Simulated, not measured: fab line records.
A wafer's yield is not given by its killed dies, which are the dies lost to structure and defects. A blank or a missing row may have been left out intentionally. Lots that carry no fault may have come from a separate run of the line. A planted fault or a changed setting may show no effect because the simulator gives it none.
Which of the tools did it? | flow gf180mcu | 36 wafers sampled from 12 lots at 1 step of a route of 602

== WHAT THE GAUGES READ, wafer by wafer ==
GF_V2_OVL_MEAS_15.
lot  | measured     | on         | V2_OVL (nm)
L075 | day 20 19:13 | overlay-01 | -3 -6 -3
L077 | day 21 10:05 | overlay-02 | -11 -10 -11
L079 | day 22 08:56 | overlay-02 | -8 -14 -5
L081 | day 23 04:51 | overlay-02 | -3 -2 -3
L083 | day 23 15:32 | overlay-01 | 6 5 5
L085 | day 24 08:01 | overlay-01 | 1 -4 -6
L087 | day 24 19:56 | overlay-02 | -8 -3 -9
L089 | day 25 14:43 | overlay-02 | 8 3 6
L091 | day 26 10:01 | overlay-01 | -4 -6 -10
L093 | day 26 15:43 | overlay-01 | -5 2 -1
L095 | day 27 11:11 | overlay-01 | -1 4 3
L097 | day 28 00:17 | overlay-02 | -7 -3 -9

== TOOL THAT RAN EACH LOT (tool first, then ch and the chambers of the sampled wafers, then the start) ==
There is no process step in the record ahead of these readings.

== THE ANSWER, worked out from the rows above alone ==
Rule: the usual values come from the lots themselves. Put in order of their means at a reading, lots are off if they are a third of the lots or fewer, leave a main group of 4 or more, and stand apart from it by a gap of 3 or more times the standard deviation of the main group's means; of several such gaps the widest counts. Not used: any main group whose means are identical at the precision the tables above print for the reading. A lot without any number at a reading at which 4 lots or more have one is off too. All remaining lots with rows at the step are treated as sound.
No lot is off on any of the readings shown, so nothing can be concluded from this.

== WHAT THE SIMULATOR HAD INSERTED ==
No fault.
